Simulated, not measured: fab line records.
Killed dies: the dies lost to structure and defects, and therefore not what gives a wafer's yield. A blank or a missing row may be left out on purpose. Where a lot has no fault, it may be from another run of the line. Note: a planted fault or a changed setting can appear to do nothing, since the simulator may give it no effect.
Which tool did it? | flow gf180mcu | 13 lots (39 wafers sampled), 1 step of a 602-step route

## WHAT THE GAUGES READ, wafer by wafer
GF_V2_OVL_MEAS_15. Usual: V2_OVL typically reads 0 nm, with standard deviation 5.8.
lot  | measured     | on         | V2_OVL (nm) | flag
L523 | day 20 08:50 | overlay-02 | -4 -6 -6    | 
L524 | day 20 11:29 | overlay-02 | 3 1 1       | 
L525 | day 21 00:40 | overlay-01 | -8 2 3      | 
L531 | day 23 08:13 | overlay-01 | 5 8 5       | 
L532 | day 23 13:34 | overlay-01 | 0 4 -3      | 
L536 | day 25 00:11 | overlay-01 | -1 0 2      | 
L539 | day 25 20:19 | overlay-02 | 5 4 6       | 
L540 | day 26 04:17 | overlay-02 | 6 8 5       | 
L542 | day 26 17:34 | overlay-02 | -5 3 -7     | 
L543 | day 26 23:19 | overlay-02 | 6 0 5       | 
L544 | day 27 11:40 | overlay-02 | -6 6 6      | 
L545 | day 27 13:05 | overlay-01 | 15 4 6      | 
L546 | day 27 19:28 | overlay-02 | -17 -11 -5  | 

## EACH LOT AND THE TOOL THAT RAN IT (in order: tool; ch and the chambers of the sampled wafers; start)
Record: no process step prior to these readings.

## AS READ BY THE TOOLS THEMSELVES (means over the sampled wafers that have a number; for cases with no such wafer, the mark the record gives instead)
The record holds no such reading with a usual standard deviation.

## THE ANSWER, worked out from the rows above alone
Rule: a lot is off if the mean of its wafers that have a number lies more than 3 standard deviations from the usual mean. Also off: a lot with no number at a reading for which 4 or more lots have one. The other lots that the step has rows for count as sound. After the gauges, taken in route order, come the tools' own readings; for these a lot's mean is taken, as printed above. The first step at which some lot is off is used, and at that step the reading that is off furthest; a lot without a number counts as furthest.
No lot is off at any reading shown: from this, nothing can be told.

## WHAT THE SIMULATOR HAD PUT IN
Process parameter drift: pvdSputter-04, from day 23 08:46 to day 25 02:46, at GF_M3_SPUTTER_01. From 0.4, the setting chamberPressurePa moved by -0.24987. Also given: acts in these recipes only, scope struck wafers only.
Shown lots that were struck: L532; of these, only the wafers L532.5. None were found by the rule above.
